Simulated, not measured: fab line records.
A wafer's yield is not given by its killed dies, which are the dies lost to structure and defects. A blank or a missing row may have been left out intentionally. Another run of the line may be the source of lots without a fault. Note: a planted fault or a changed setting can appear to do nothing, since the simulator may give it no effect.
The same fault as seen by 2 desks :: flow sky130 :: only its own numbers are on each desk; what lay behind them is given at the end

## AT THE METROLOGY DESK
Lot by lot, what the gauges showed, no matter which tool ran the lot: averages of those sampled wafers that carry a number. The brackets show how far a lot's mean lies from the usual mean; more than 4 standard deviations puts the lot out of limits, marked OUT.
Columns: A = LDD_N_OVL at SKY_LDD_N_OVL_MEAS_07, usual -0.9 nm
lot: L908
first seen here: day 18 00:52
A: -1.3

lot: L914
first seen here: day 19 23:19
A: -1.7

lot: L928
first seen here: day 25 02:29
A: 0.0

lot: L929
first seen here: day 25 10:08
A: -0.8

lot: L930
first seen here: day 25 23:01
A: -1.9

lot: L931
first seen here: day 26 02:38
A: 0.1
This desk's verdict: no lot among the 6 shows anything out of limits.

## AT THE TOOL OWNER'S DESK: implanter-01
The tool's own readings at SKY_LDD_N_IMPLANT_14: means of the sampled wafers that have a number, for each lot that ran on this tool. The brackets show how far a lot's mean lies from the usual mean; more than 4 standard deviations puts the lot out of limits, marked OUT.
Columns: A = dose_ions_cm2 at SKY_LDD_N_IMPLANT_14, usual 5e+12; B = faraday_current_uA at SKY_LDD_N_IMPLANT_14, usual 28.1; C = rotation_deg at SKY_LDD_N_IMPLANT_14, usual 180.00 degrees
lot: L914
first seen here: day 20 00:15
A: 5e+12
B: 28.0
C: 180.03

lot: L928
first seen here: day 25 03:25
A: 3e+12 (-99 or more) OUT
B: 17.5 (-19) OUT
C: 179.98

lot: L929
first seen here: day 25 11:06
A: 3e+12 (-99 or more) OUT
B: 17.4 (-19) OUT
C: 179.96
This desk's verdict: out of limits on L928, L929, starting with L928 at day 25 03:25 (dose_ions_cm2 at SKY_LDD_N_IMPLANT_14). Within limits: L914.

## TAKEN TOGETHER
The tool owner's desk had the chance to raise an alarm at day 25 03:25 on L928, L929.
Metrology desk: nothing out of limits seen.
The metrology desk holds a record of L928, L929, inside its limits.
Every lot named ran SKY_LDD_N_IMPLANT_14 on implanter-01.

## WHAT WAS PUT IN BY THE SIMULATOR
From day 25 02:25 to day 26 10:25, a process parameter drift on implanter-01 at SKY_LDD_N_IMPLANT_14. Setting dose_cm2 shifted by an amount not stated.
Lots struck among those shown: L928, L929.
How many hours passed from the start of the fault until each desk's first out-of-limits reading: the tool owner's desk, 1.
